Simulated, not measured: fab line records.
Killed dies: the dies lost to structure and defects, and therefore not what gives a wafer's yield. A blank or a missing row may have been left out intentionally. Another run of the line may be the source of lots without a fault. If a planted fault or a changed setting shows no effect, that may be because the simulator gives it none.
The same fault as seen by 2 desks / flow gf180mcu / numbers are kept per desk, each desk with only its own; the story behind them comes last

TOOL OWNER'S DESK, iline-stepper-01
The tool's own readings at GF_HV_LDD_EXPOSE_16 (exposes mask Pplus LV AREA, target cd 400 nm): means of the sampled wafers that have a number, for each lot that ran on this tool. If a lot's mean is further than 4 standard deviations from the usual mean, the lot is out of limits and carries the mark OUT (the distance appears in the brackets).
Columns: A = exposure-dose-mJ-cm2 at GF_HV_LDD_EXPOSE_16, usual 139.99; B = focus-offset-nm at GF_HV_LDD_EXPOSE_16, usual 0.0 nm
lot=L288; first seen here=day 12 23:46; A=139.96; B=-0.4
lot=L302; first seen here=day 16 22:31; A=139.97; B=0.4
This desk's verdict: no lot among the 2 shows anything out of limits.

AT THE METROLOGY DESK
Means of the sampled wafers that have a number, per lot and without regard to the tool the lot ran on: this is what the gauges read. If a lot's mean is further than 4 standard deviations from the usual mean, the lot is out of limits and carries the mark OUT (the distance appears in the brackets).
Columns: A = cd-nm at GF_HV_LDD_CD_MEAS_07, usual 400.6 nm; B = HV_LDD_OVL at GF_HV_LDD_OVL_MEAS_08, usual -0.9 nm; C = HV_LDD_TW at GF_HV_LDD_TW_MEAS_11, usual 2401
lot=L286; first seen here=day 11 18:10; A=403.0; B=0.0; C=2405
lot=L288; first seen here=day 12 13:24; A=402.4; B=1.4; C=2410
lot=L293; first seen here=day 13 19:48; A=400.0; B=-0.3; C=2400
lot=L294; first seen here=day 13 22:47; A=399.6; B=-1.5; C=2392
lot=L302; first seen here=day 16 10:12; A=402.0; B=-3.5; C=2375
lot=L303; first seen here=day 16 15:58; A=399.6; B=-0.6; C=2406
This desk's verdict: no lot among the 6 shows anything out of limits.

ALL TOGETHER
Nothing out of limits was seen by the tool owner's desk.
Nothing out of limits was seen by the metrology desk.

WHAT WAS PUT IN BY THE SIMULATOR
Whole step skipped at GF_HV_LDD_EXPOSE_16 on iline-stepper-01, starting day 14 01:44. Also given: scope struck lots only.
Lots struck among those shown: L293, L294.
